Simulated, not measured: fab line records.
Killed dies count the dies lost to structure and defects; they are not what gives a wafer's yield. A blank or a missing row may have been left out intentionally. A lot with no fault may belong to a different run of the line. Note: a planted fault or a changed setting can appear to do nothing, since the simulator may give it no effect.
fab line records	flow gf180mcu
[record] lots = 24	wafers = 72	last_day = 34
route steps=602 shown V2@383 M3@409 M4@472 V4@481
lots untouched by any fault: they come from a run of this same line in which no faults occurred
start_h: start of the lot's first displayed wafer, in hours after the record's first day	wait_h: how many hours have passed since the lot's step before this one	" identical to the entry in the row above	L1.1+2: one row covering several wafers at once	- no value, or no start was given	* or withheld: withheld	< > ~ a bound
route shown NAME@n: a module of which the file shows steps, and the number in the route of the first	usual: mean/standard deviation taken from wafers without a fault	same: alike in all rows	chamber/n: place in a boat	sites: the reading at each site	_std_site: standard deviation across them	_edge_site: the outer-site mean with the inner-site mean subtracted	radius_mm: how far each site lies from the wafer's centre	mask NAME#n: copy n	behind: the most recent tool/chamber to have shaped the wafer	hold: the reason the lot was held/the length of the hold in hours/how it ended	device: transistor that didn't switch, given as n, p or np	end of line: the same wafers' tests at the end of the route	a step without rows: its recipe alone	killed: at the first sort, the dies lost to defects and structure; wafer yield is something else	map: a wafer's dies, x killed, . not, _ none there
set.NAME: the setting the step ran with; set.NAME@STEP: the setting that earlier step ran with	model.NAME: the simulator's own value behind a step, which no gauge read
steps of the route over a sample of lots; a table a step, a row a wafer
services: when a tool's chamber went out of use (start_h, in hours from the record's first day, below 0 if earlier), for how many hours, and the reason
[[steps]]
[step GF_V2_THK_MEAS_01]
[recipe] reads = SiO2_of_V2_CVD_00
[usual] V2_CVD_00_THK = 600/6.7
lot.wafer	tool	chamber	start_h	wait_h	V2_CVD_00_THK[nm]
L074.1	film_metro-02	-	434.13	0.0	605
L074.3	"	-	"	"	601
L074.5	"	-	"	"	598
L075.1	film_metro-04	-	445.17	0.0	615
L075.4	"	-	"	"	610
L075.6	"	-	"	"	599
L076.2	film_metro-04	-	454.43	0.0	601
L076.3	"	-	"	"	591
L076.4	"	-	"	"	600
L077.1	film_metro-04	-	458.99	0.0	607
L077.2	"	-	"	"	594
L077.3	"	-	"	"	605
L078.1	film_metro-02	-	476.45	0.0	606
L078.3	"	-	"	"	600
L078.6	"	-	"	"	599
L079.1	film_metro-01	-	481.93	0.0	601
L079.2	"	-	"	"	588
L079.5	"	-	"	"	597
L080.1	film_metro-01	-	494.01	0.0	606
L080.5	"	-	"	"	613
L080.6	"	-	"	"	609
L081.2	film_metro-01	-	512.04	0.0	604
L081.3	"	-	"	"	607
L081.5	"	-	"	"	598
L082.3	film_metro-01	-	513.95	0.1	598
L082.4	"	-	"	"	599
L082.6	"	-	"	"	606
L083.2	film_metro-04	-	524.05	0.0	591
L083.4	"	-	"	"	591
L083.6	"	-	"	"	593
L084.2	film_metro-04	-	533.89	0.0	600
L084.3	"	-	"	"	602
L084.6	"	-	"	"	605
L085.3	film_metro-02	-	540.04	0.1	598
L085.5	"	-	"	"	596
L085.6	"	-	"	"	606
L086.1	film_metro-01	-	546.61	0.0	601
L086.2	"	-	"	"	597
L086.4	"	-	"	"	593
L087.1	film_metro-04	-	551.78	0.0	604
L087.4	"	-	"	"	608
L087.6	"	-	"	"	602
L088.2	film_metro-04	-	563.68	0.0	609
L088.3	"	-	"	"	607
L088.4	"	-	"	"	604
L089.1	film_metro-02	-	567.64	0.0	588
L089.4	"	-	"	"	592
L089.6	"	-	"	"	584
L090.3	film_metro-01	-	574.74	0.1	595
L090.5	"	-	"	"	592
L090.6	"	-	"	"	600
L091.2	film_metro-04	-	581.74	0.0	600
L091.3	"	-	"	"	597
L091.6	"	-	"	"	600
L092.3	film_metro-04	-	587.53	0.1	595
L092.4	"	-	"	"	610
L092.5	"	-	"	"	603
L093.1	film_metro-01	-	599.31	0.0	604
L093.5	"	-	"	"	602
L093.6	"	-	"	"	608
L094.1	film_metro-02	-	607.86	0.0	588
L094.2	"	-	"	"	588
L094.4	"	-	"	"	589
L095.2	film_metro-04	-	614.28	0.0	594
L095.3	"	-	"	"	606
L095.5	"	-	"	"	610
L096.3	film_metro-04	-	618.18	0.1	604
L096.4	"	-	"	"	612
L096.5	"	-	"	"	593
L097.1	film_metro-02	-	623.84	0.0	614
L097.3	"	-	"	"	605
L097.6	"	-	"	"	597
[step GF_M3_SPUTTER_00]
[recipe] material = Ti	target_thk_nm = 37.5	arriving_ion_energy_ev = 80	substrate_temp_c = 200	chamber_pressure_pa = 2	power_w = 4000	time_s = 150
[usual] chamber_pressure_pa = 2.000/0.0041	throttle_valve_pct = 30.0/0.96
[same] time_s = 150
lot.wafer	tool	chamber	start_h	wait_h	chamber_pressure_pa	throttle_valve_pct
L074.1	pvd_sputter-02	-	460.55	0.1	2.002	32.5
L074.3	"	-	"	"	2.002	29.8
L074.5	"	-	"	"	2.007	31.3
L075.1	pvd_sputter-01	-	471.19	0.1	1.996	30.6
L075.4	"	-	"	"	1.999	29.5
L075.6	"	-	"	"	1.997	29.4
L076.2	pvd_sputter-02	-	480.95	0.1	1.998	31.0
L076.3	"	-	"	"	1.999	32.6
L076.4	"	-	"	"	1.991	31.7
L077.1	pvd_sputter-01	-	484.85	0.1	1.995	29.4
L077.2	"	-	"	"	2.004	30.0
L077.3	"	-	"	"	1.999	30.0
L078.1	pvd_sputter-03	-	502.50	0.2	2.007	29.8
L078.3	"	-	"	"	2.001	29.6
L078.6	"	-	"	"	1.997	28.3
L079.1	pvd_sputter-02	-	507.83	0.2	1.999	32.6
L079.2	"	-	"	"	1.999	31.7
L079.5	"	-	"	"	2.006	29.9
L080.1	pvd_sputter-01	-	519.52	0.1	2.001	30.4
L080.5	"	-	"	"	2.000	29.4
L080.6	"	-	"	"	2.002	30.5
L081.2	pvd_sputter-01	-	536.93	0.1	2.003	30.2
L081.3	"	-	"	"	1.998	30.3
L081.5	"	-	"	"	1.989	30.4
L082.3	pvd_sputter-02	-	539.74	0.1	1.995	31.1
L082.4	"	-	"	"	2.005	29.7
L082.6	"	-	"	"	1.997	29.9
L083.2	pvd_sputter-03	-	548.74	0.1	2.002	29.5
L083.4	"	-	"	"	2.002	28.4
L083.6	"	-	"	"	1.999	28.2
L084.2	pvd_sputter-03	-	558.04	0.1	1.999	30.1
L084.3	"	-	"	"	1.994	29.5
L084.6	"	-	"	"	2.002	28.2
L085.3	pvd_sputter-03	-	563.93	0.2	2.000	28.4
L085.5	"	-	"	"	2.002	28.3
L085.6	"	-	"	"	2.001	30.1
L086.1	pvd_sputter-01	-	570.64	0.1	1.996	30.2
L086.2	"	-	"	"	2.001	30.0
L086.4	"	-	"	"	2.003	29.5
L087.1	pvd_sputter-01	-	575.74	0.1	1.997	29.9
L087.4	"	-	"	"	2.004	29.5
L087.6	"	-	"	"	1.999	30.4
L088.2	pvd_sputter-03	-	587.06	0.2	2.000	29.5
L088.3	"	-	"	"	1.997	28.4
L088.4	"	-	"	"	1.996	28.0
L089.1	pvd_sputter-01	-	591.21	0.1	2.004	29.8
L089.4	"	-	"	"	2.007	30.2
L089.6	"	-	"	"	1.997	29.5
L090.3	pvd_sputter-01	-	598.13	0.2	2.006	30.5
L090.5	"	-	"	"	2.002	30.3
L090.6	"	-	"	"	2.002	30.1
L091.2	pvd_sputter-01	-	605.35	0.2	2.003	30.0
L091.3	"	-	"	"	2.006	30.2
L091.6	"	-	"	"	1.992	29.5
L092.3	pvd_sputter-01	-	609.90	0.1	1.998	30.3
L092.4	"	-	"	"	2.008	30.3
L092.5	"	-	"	"	2.006	29.3
L093.1	pvd_sputter-01	-	621.23	0.1	1.998	30.4
L093.5	"	-	"	"	1.998	29.2
L093.6	"	-	"	"	1.998	30.5
L094.1	pvd_sputter-01	-	630.50	0.2	1.995	30.2
L094.2	"	-	"	"	1.999	29.9
L094.4	"	-	"	"	2.003	30.0
L095.2	pvd_sputter-01	-	636.28	0.2	1.997	29.4
L095.3	"	-	"	"	2.001	30.3
L095.5	"	-	"	"	1.999	29.6
L096.3	pvd_sputter-03	-	640.81	0.2	1.997	30.1
L096.4	"	-	"	"	2.006	28.3
L096.5	"	-	"	"	2.002	30.1
L097.1	pvd_sputter-01	-	646.47	0.2	1.997	29.7
L097.3	"	-	"	"	1.999	30.5
L097.6	"	-	"	"	1.994	30.1
[step GF_M3_OVL_MEAS_15]
[usual] M3_OVL = 0/6
lot.wafer	tool	chamber	start_h	wait_h	M3_OVL[nm]
L074.1	overlay-01	-	484.61	0.1	4
L074.3	"	-	"	"	-1
L074.5	"	-	"	"	7
L075.1	overlay-01	-	495.80	0.1	-2
L075.4	"	-	"	"	-3
L075.6	"	-	"	"	5
L076.2	overlay-02	-	504.76	0.1	-11
L076.3	"	-	"	"	-1
L076.4	"	-	"	"	-7
L077.1	overlay-02	-	508.20	0.1	-9
L077.2	"	-	"	"	-1
L077.3	"	-	"	"	-8
L078.1	overlay-01	-	526.36	0.1	-10
L078.3	"	-	"	"	-5
L078.6	"	-	"	"	-9
L079.1	overlay-01	-	531.10	0.1	9
L079.2	"	-	"	"	2
L079.5	"	-	"	"	3
L080.1	overlay-01	-	542.75	0.1	7
L080.5	"	-	"	"	5
L080.6	"	-	"	"	8
L081.2	overlay-02	-	559.37	0.1	-3
L081.3	"	-	"	"	-5
L081.5	"	-	"	"	0
L082.3	overlay-02	-	562.36	0.1	-2
L082.4	"	-	"	"	5
L082.6	"	-	"	"	-1
L083.2	overlay-02	-	571.01	0.1	0
L083.4	"	-	"	"	-4
L083.6	"	-	"	"	-3
L084.2	overlay-01	-	580.01	0.1	5
L084.3	"	-	"	"	-6
L084.6	"	-	"	"	-3
L085.3	overlay-01	-	585.96	0.1	2
L085.5	"	-	"	"	15
L085.6	"	-	"	"	11
L086.1	overlay-02	-	593.15	0.1	8
L086.2	"	-	"	"	1
L086.4	"	-	"	"	0
L087.1	overlay-02	-	597.16	0.1	0
L087.4	"	-	"	"	-9
L087.6	"	-	"	"	-15
L088.2	overlay-01	-	608.16	0.1	4
L088.3	"	-	"	"	3
L088.4	"	-	"	"	2
L089.1	overlay-02	-	612.81	0.1	2
L089.4	"	-	"	"	-6
L089.6	"	-	"	"	-7
L090.3	overlay-01	-	618.42	0.1	9
L090.5	"	-	"	"	9
L090.6	"	-	"	"	13
L091.2	overlay-02	-	626.50	0.1	-2
L091.3	"	-	"	"	9
L091.6	"	-	"	"	1
L092.3	overlay-02	-	630.56	0.1	-10
L092.4	"	-	"	"	-5
L092.5	"	-	"	"	-10
L093.1	overlay-02	-	641.56	0.1	-1
L093.5	"	-	"	"	2
L093.6	"	-	"	"	1
L094.1	overlay-02	-	650.06	0.1	-2
L094.2	"	-	"	"	1
L094.4	"	-	"	"	1
L095.2	overlay-01	-	655.01	0.1	9
L095.3	"	-	"	"	7
L095.5	"	-	"	"	6
L096.3	overlay-01	-	660.62	0.1	2
L096.4	"	-	"	"	4
L096.5	"	-	"	"	1
L097.1	overlay-01	-	664.89	0.1	-7
L097.3	"	-	"	"	-5
L097.6	"	-	"	"	-4
[step GF_M4_METAL_ETCH_16]
[recipe] chemistry = Cl2/BCl3	mask_material = KrF	target_depth_nm = 750.8	stop_on = SiO2	pressure_mtorr = 8	icp_w = 800	bias_w = 140	Cl2_flow_sccm = 80	bcl3_flow_sccm = 40	time_s = 125.1
[usual] chamber_pressure_mTorr = 8.001/0.0077	drypump_motor_current_A = 5.8/0.37	he_backside_leak_sccm = 3.4/0.34	oes_product_au = 0.990/0.0058	throttle_valve_pct = 28.229/0.0094
[same] time_s = 125.1
lot.wafer	tool	chamber	start_h	wait_h	chamber_pressure_mTorr	drypump_motor_current_A	he_backside_leak_sccm	oes_product_au	rf_hours_counter_h	throttle_valve_pct
L074.1	rie_metal-01	0	533.80	0.0	7.996	6.3	3.5	0.993	8	28.227
L074.3	"	0	"	"	8.005	6.3	3.4	0.991	-	28.241
L074.5	"	0	"	"	8.003	6.4	3.5	0.988	-	28.216
L075.1	rie_metal-01	1	544.35	0.0	8.005	5.6	3.1	0.974	0	28.225
L075.4	"	1	"	"	8.006	5.6	2.9	0.993	-	28.243
L075.6	"	1	"	"	8.002	5.6	5.2	0.990	-	28.240
L076.2	rie_metal-03	0	553.98	0.0	8.002	5.5	3.4	0.993	5	28.249
L076.3	"	0	"	"	8.002	5.4	3.2	0.995	-	28.214
L076.4	"	1	"	"	8.002	6.0	3.7	0.982	-	28.236
L077.1	rie_metal-01	1	555.88	0.0	8.000	5.6	3.2	0.987	0	28.232
L077.2	"	0	"	"	7.999	6.4	3.4	0.996	9	28.224
L077.3	"	0	"	"	8.012	6.3	3.6	0.997	-	28.227
L078.1	rie_metal-02	0	573.28	0.0	8.001	5.3	3.2	0.989	11	28.225
L078.3	"	1	"	"	8.002	5.9	3.2	0.995	-	28.233
L078.6	"	1	"	"	8.022	5.9	3.2	0.988	-	28.229
L079.1	rie_metal-02	0	578.59	0.0	7.998	5.3	3.2	0.991	11	28.227
L079.2	"	1	"	"	7.998	5.9	4.5	0.992	10	28.208
L079.5	"	0	"	"	7.997	5.3	3.4	0.995	-	28.229
L080.1	rie_metal-01	0	588.69	0.0	7.989	6.3	3.4	0.988	10	28.240
L080.5	"	0	"	"	8.004	6.3	3.4	0.992	-	28.221
L080.6	"	1	"	"	7.993	5.6	3.2	0.985	-	28.236
L081.2	rie_metal-01	0	605.33	0.0	7.987	6.3	3.6	0.997	10	28.225
L081.3	"	1	"	"	8.010	5.6	2.8	0.992	-	28.237
L081.5	"	0	"	"	7.992	6.3	3.6	1.002	-	28.226
L082.3	rie_metal-01	0	607.52	0.1	8.005	6.3	3.5	0.990	-	28.209
L082.4	"	1	"	"	7.989	5.6	2.8	0.995	-	28.228
L082.6	"	0	"	"	8.007	6.3	3.5	0.987	-	28.231
L083.2	rie_metal-03	0	616.59	0.0	8.004	5.5	5.8	0.989	8	28.229
L083.4	"	0	"	"	8.004	5.5	3.4	0.986	-	28.231
L083.6	"	1	"	"	7.995	6.0	3.6	0.990	-	28.238
L084.2	rie_metal-03	0	624.68	0.0	8.000	5.4	3.1	0.993	8	28.228
L084.3	"	0	"	"	8.009	5.4	3.2	0.981	-	28.234
L084.6	"	0	"	"	7.990	5.4	3.3	0.983	-	28.224
L085.3	rie_metal-01	0	629.72	0.1	8.001	6.4	3.7	0.995	-	28.231
L085.5	"	1	"	"	7.991	5.6	3.4	0.995	-	28.226
L085.6	"	0	"	"	8.003	6.3	3.7	0.989	-	28.222
L086.1	rie_metal-02	0	638.13	0.0	8.003	5.3	3.5	0.993	13	28.226
L086.2	"	1	"	"	7.987	5.9	3.1	0.985	12	28.218
L086.4	"	0	"	"	7.993	5.3	3.3	0.981	-	28.228
L087.1	rie_metal-03	0	640.73	0.0	8.008	5.5	3.1	0.981	9	28.225
L087.4	"	0	"	"	7.999	5.4	3.4	0.989	-	28.242
L087.6	"	1	"	"	7.995	6.0	3.6	0.980	-	28.239
L088.2	rie_metal-01	0	651.28	0.0	7.997	6.3	3.5	0.991	12	28.228
L088.3	"	1	"	"	8.001	5.6	3.3	0.982	-	28.233
L088.4	"	0	"	"	7.996	6.3	3.5	0.991	-	28.233
L089.1	rie_metal-02	1	654.73	0.0	7.998	5.9	3.1	0.992	13	28.221
L089.4	"	1	"	"	8.009	5.9	3.1	1.003	-	28.236
L089.6	"	1	"	"	7.998	5.9	3.1	0.999	-	28.227
L090.3	rie_metal-01	1	661.04	0.1	8.005	5.6	3.4	0.985	-	28.235
L090.5	"	0	"	"	8.000	6.4	3.5	0.998	-	28.214
L090.6	"	1	"	"	7.999	5.6	3.3	0.985	-	28.221
L091.2	rie_metal-02	0	667.53	0.0	8.003	5.3	3.1	0.986	0	28.227
L091.3	"	0	"	"	7.997	5.3	3.2	0.994	-	28.236
L091.6	"	1	"	"	8.017	5.9	3.3	0.988	-	28.209
L092.3	rie_metal-03	0	672.22	0.1	8.000	5.5	3.2	0.991	-	28.229
L092.4	"	1	"	"	7.990	6.0	3.6	0.986	-	28.233
L092.5	"	1	"	"	8.002	6.0	3.6	0.991	-	28.229
L093.1	rie_metal-03	1	683.93	0.0	8.012	6.0	3.5	0.984	9	28.234
L093.5	"	0	"	"	7.993	5.4	3.3	0.991	-	28.213
L093.6	"	1	"	"	8.001	6.0	3.6	0.990	-	28.235
L094.1	rie_metal-01	1	690.33	0.0	8.006	5.6	3.2	0.994	5	28.235
L094.2	"	0	"	"	7.991	6.3	3.7	0.994	13	28.213
L094.4	"	0	"	"	8.000	6.3	3.8	0.995	-	28.225
L095.2	rie_metal-01	1	699.13	0.0	8.001	5.6	3.2	0.997	5	28.225
L095.3	"	0	"	"	8.012	6.3	3.6	0.991	-	28.214
L095.5	"	1	"	"	7.989	5.6	3.2	0.996	-	28.216
L096.3	rie_metal-02	0	703.04	0.1	7.999	5.3	3.2	0.989	-	28.233
L096.4	"	1	"	"	8.006	5.9	3.2	0.997	-	28.226
L096.5	"	1	"	"	8.007	5.9	3.2	0.995	-	28.224
L097.1	rie_metal-01	1	705.95	0.0	8.012	5.6	3.3	0.990	6	28.256
L097.3	"	0	"	"	8.007	6.3	3.5	0.991	-	28.227
L097.6	"	1	"	"	7.988	5.6	3.3	0.987	-	28.217
[step GF_M4_STRIP_17]
[recipe] chemistry = O2/N2	power_w = 1400	pressure_mtorr = 1500	platen_temp_c = 250	o2_flow_sccm = 3000	n2_flow_sccm = 300	overash_fraction = 0.5
[usual] chamber_pressure_mTorr = 1500.1/1.4	drypump_motor_current_A = 5.7/0.69	heater_power_w = 355/39	oes_product_au = 0.537/0.0047	strip_time_to_endpoint_s = 7.39/0.048
lot.wafer	tool	chamber	start_h	wait_h	chamber_pressure_mTorr	drypump_motor_current_A	heater_power_w	oes_product_au	rf_hours_counter_h	strip_time_to_endpoint_s
L074.1	plasma_asher-02	0	534.05	0.2	1498.9	5.6	387	0.527	72	7.34
L074.3	"	0	"	"	1501.3	5.6	380	0.536	-	7.36
L074.5	"	1	"	"	1500.1	6.1	343	0.536	-	7.32
L075.1	plasma_asher-04	0	544.48	0.1	1500.1	5.3	304	0.535	42	7.39
L075.4	"	1	"	"	1499.6	6.1	385	0.534	-	7.42
L075.6	"	0	"	"	1498.9	5.3	305	0.541	-	7.43
L076.2	plasma_asher-02	0	554.11	0.1	1500.0	5.6	392	0.546	74	7.38
L076.3	"	1	"	"	1500.3	6.1	346	0.536	-	7.39
L076.4	"	0	"	"	1500.3	5.6	392	0.533	-	7.46
L077.1	plasma_asher-04	0	556.01	0.1	1498.6	5.3	307	0.539	43	7.49
L077.2	"	1	"	"	1499.9	6.0	387	0.532	43	7.40
L077.3	"	1	"	"	1502.2	6.0	393	0.530	-	7.35
L078.1	plasma_asher-02	1	573.41	0.1	1498.6	6.2	343	0.530	76	7.33
L078.3	"	1	"	"	1501.7	6.2	340	0.531	-	7.35
L078.6	"	0	"	"	1499.1	5.6	381	0.541	-	7.38
L079.1	plasma_asher-01	1	578.72	0.1	1500.4	4.7	302	0.537	16	7.44
L079.2	"	0	"	"	1498.9	6.6	401	0.542	16	7.43
L079.5	"	0	"	"	1498.3	6.6	393	0.540	-	7.43
L080.1	plasma_asher-02	0	588.82	0.1	1499.0	5.6	371	0.544	78	7.38
L080.5	"	0	"	"	1498.1	5.6	382	0.535	-	7.32
L080.6	"	1	"	"	1501.9	6.1	339	0.540	-	7.42
L081.2	plasma_asher-01	0	605.46	0.1	1501.4	6.6	389	0.542	19	7.39
L081.3	"	0	"	"	1501.0	6.6	403	0.550	-	7.47
L081.5	"	1	"	"	1499.8	4.7	302	0.538	-	7.35
L082.3	plasma_asher-04	1	607.64	0.1	1501.0	6.1	396	0.537	-	7.35
L082.4	"	0	"	"	1501.1	5.3	310	0.531	-	7.37
L082.6	"	0	"	"	1499.9	5.3	310	0.532	-	7.30
L083.2	plasma_asher-04	1	616.72	0.1	1500.6	6.1	388	0.537	49	7.42
L083.4	"	0	"	"	1502.0	5.3	309	0.537	-	7.42
L083.6	"	0	"	"	1502.6	5.3	305	0.539	-	7.44
L084.2	plasma_asher-04	0	624.81	0.1	1501.4	5.3	312	0.532	50	7.41
L084.3	"	0	"	"	1501.3	5.3	303	0.547	-	7.44
L084.6	"	1	"	"	1501.8	6.1	404	0.538	-	7.43
L085.3	plasma_asher-01	1	629.84	0.1	1500.6	4.6	302	0.538	-	7.34
L085.5	"	0	"	"	1500.4	6.6	390	0.539	-	7.43
L085.6	"	1	"	"	1501.3	4.6	312	0.540	-	7.35
L086.1	plasma_asher-01	1	638.26	0.1	1501.6	4.6	310	0.538	23	7.46
L086.2	"	0	"	"	1499.5	6.7	406	0.539	23	7.40
L086.4	"	0	"	"	1499.8	6.6	393	0.550	-	7.48
L087.1	plasma_asher-01	0	640.86	0.1	1499.5	6.6	403	0.543	23	7.46
L087.4	"	1	"	"	1500.5	4.6	301	0.537	-	7.40
L087.6	"	1	"	"	1501.2	4.6	301	0.541	-	7.44
L088.2	plasma_asher-01	0	651.41	0.1	1500.2	6.6	401	0.535	25	7.35
L088.3	"	1	"	"	1499.0	4.7	307	0.538	-	7.39
L088.4	"	0	"	"	1500.3	6.6	396	0.534	-	7.39
L089.1	plasma_asher-02	0	654.99	0.2	1499.5	5.6	372	0.540	85	7.39
L089.4	"	1	"	"	1500.0	6.1	347	0.546	-	7.36
L089.6	"	0	"	"	1501.7	5.6	387	0.530	-	7.37
L090.3	plasma_asher-01	1	661.16	0.1	1501.2	4.6	300	0.542	-	7.41
L090.5	"	1	"	"	1502.5	4.6	308	0.533	-	7.37
L090.6	"	0	"	"	1498.4	6.6	408	0.532	-	7.45
L091.2	plasma_asher-02	0	667.66	0.1	1499.7	5.6	383	0.534	87	7.36
L091.3	"	1	"	"	1499.8	6.1	340	0.529	-	7.37
L091.6	"	0	"	"	1497.5	5.6	377	0.532	-	7.35
L092.3	plasma_asher-01	1	672.34	0.1	1500.1	4.6	308	0.541	-	7.39
L092.4	"	0	"	"	1499.4	6.5	406	0.538	-	7.42
L092.5	"	0	"	"	1500.4	6.6	402	0.540	-	7.48
L093.1	plasma_asher-02	1	684.06	0.1	1499.8	6.2	343	0.541	88	7.43
L093.5	"	1	"	"	1498.0	6.1	345	0.538	-	7.41
L093.6	"	0	"	"	1500.3	5.6	384	0.537	-	7.44
L094.1	plasma_asher-02	0	690.46	0.1	1502.4	5.6	390	0.534	89	7.36
L094.2	"	1	"	"	1501.4	6.1	342	0.536	89	7.30
L094.4	"	1	"	"	1497.7	6.1	344	0.534	-	7.33
L095.2	plasma_asher-01	1	699.26	0.1	1500.0	4.6	306	0.543	30	7.40
L095.3	"	1	"	"	1500.4	4.6	305	0.538	-	7.32
L095.5	"	0	"	"	1501.6	6.6	403	0.535	-	7.39
L096.3	plasma_asher-04	1	703.16	0.1	1498.8	6.0	383	0.531	-	7.35
L096.4	"	0	"	"	1499.5	5.3	311	0.529	-	7.30
L096.5	"	1	"	"	1497.8	6.0	395	0.528	-	7.29
L097.1	plasma_asher-01	0	706.08	0.1	1500.6	6.6	406	0.538	31	7.42
L097.3	"	1	"	"	1499.8	4.6	311	0.531	-	7.34
L097.6	"	1	"	"	1499.4	4.6	305	0.541	-	7.38
[step GF_V4_BOW_MEAS_05]
[recipe] mode = bow
[usual] V4_BOW = 135/9.2
lot.wafer	tool	chamber	start_h	wait_h	V4_BOW[um]
L074.1	film_metro-02	-	535.18	0.2	128
L074.3	"	-	"	"	124
L074.5	"	-	"	"	116
L075.1	film_metro-02	-	545.65	0.2	140
L075.4	"	-	"	"	140
L075.6	"	-	"	"	134
L076.2	film_metro-01	-	555.23	0.1	146
L076.3	"	-	"	"	145
L076.4	"	-	"	"	145
L077.1	film_metro-04	-	557.11	0.1	139
L077.2	"	-	"	"	132
L077.3	"	-	"	"	124
L078.1	film_metro-02	-	574.51	0.2	138
L078.3	"	-	"	"	130
L078.6	"	-	"	"	137
L079.1	film_metro-01	-	579.85	0.1	131
L079.2	"	-	"	"	136
L079.5	"	-	"	"	139
L080.1	film_metro-01	-	589.93	0.1	124
L080.5	"	-	"	"	142
L080.6	"	-	"	"	137
L081.2	film_metro-02	-	606.58	0.1	133
L081.3	"	-	"	"	145
L081.5	"	-	"	"	138
L082.3	film_metro-04	-	608.74	0.1	129
L082.4	"	-	"	"	114
L082.6	"	-	"	"	123
L083.2	film_metro-02	-	617.84	0.3	140
L083.4	"	-	"	"	149
L083.6	"	-	"	"	133
L084.2	film_metro-04	-	626.02	0.2	132
L084.3	"	-	"	"	131
L084.6	"	-	"	"	132
L085.3	film_metro-01	-	631.14	0.2	128
L085.5	"	-	"	"	141
L085.6	"	-	"	"	138
L086.1	film_metro-04	-	639.36	0.2	141
L086.2	"	-	"	"	123
L086.4	"	-	"	"	130
L087.1	film_metro-04	-	641.96	0.1	144
L087.4	"	-	"	"	134
L087.6	"	-	"	"	147
L088.2	film_metro-01	-	653.00	0.2	140
L088.3	"	-	"	"	139
L088.4	"	-	"	"	125
L089.1	film_metro-04	-	659.99	0.2	136
L089.4	"	-	"	"	141
L089.6	"	-	"	"	140
L090.3	film_metro-04	-	663.33	0.2	146
L090.5	"	-	"	"	151
L090.6	"	-	"	"	156
L091.2	film_metro-01	-	669.05	0.1	139
L091.3	"	-	"	"	146
L091.6	"	-	"	"	154
L092.3	film_metro-02	-	673.48	0.1	147
L092.4	"	-	"	"	143
L092.5	"	-	"	"	146
L093.1	film_metro-01	-	685.48	0.2	131
L093.5	"	-	"	"	121
L093.6	"	-	"	"	115
L094.1	film_metro-01	-	691.60	0.1	139
L094.2	"	-	"	"	131
L094.4	"	-	"	"	129
L095.2	film_metro-02	-	700.42	0.1	133
L095.3	"	-	"	"	133
L095.5	"	-	"	"	127
L096.3	film_metro-04	-	704.27	0.2	134
L096.4	"	-	"	"	117
L096.5	"	-	"	"	131
L097.1	film_metro-01	-	707.25	0.2	139
L097.3	"	-	"	"	145
L097.6	"	-	"	"	153
[[services]]
tool	chamber	start_h	hours	kind
pvd_sputter-02	-	450.71	1.6	repair
rie_metal-03	-	452.30	1.0	repair
pvd_sputter-02	-	483.15	5.4	repair
plasma_asher-04	-	497.96	2.8	pm
rie_metal-02	1	505.38	1.4	repair
rie_metal-01	1	523.72	-	clean
rie_metal-01	1	523.72	18.4	scheduled_down
rie_metal-01	1	523.72	18.4	vent_cycle
plasma_asher-04	-	528.58	1.2	repair
rie_metal-03	-	529.81	1.4	pm
plasma_asher-01	-	533.14	1.0	repair
pvd_sputter-03	-	537.30	2.6	repair
plasma_asher-04	-	573.00	5.3	repair
plasma_asher-04	-	574.34	3.4	repair
pvd_sputter-01	2	575.96	-	consumable_replace:kit
pvd_sputter-01	2	575.96	18.0	scheduled_down
pvd_sputter-01	2	575.96	18.0	vent_cycle
pvd_sputter-03	2	592.76	-	consumable_replace:kit
rie_metal-03	0	599.05	2.6	repair
plasma_asher-02	-	606.16	3.8	repair
pvd_sputter-02	-	636.00	1.7	repair
pvd_sputter-02	-	660.21	3.0	repair
plasma_asher-02	-	669.00	0.5	repair
rie_metal-03	-	693.03	14.6	pm
[[key]]
fault none
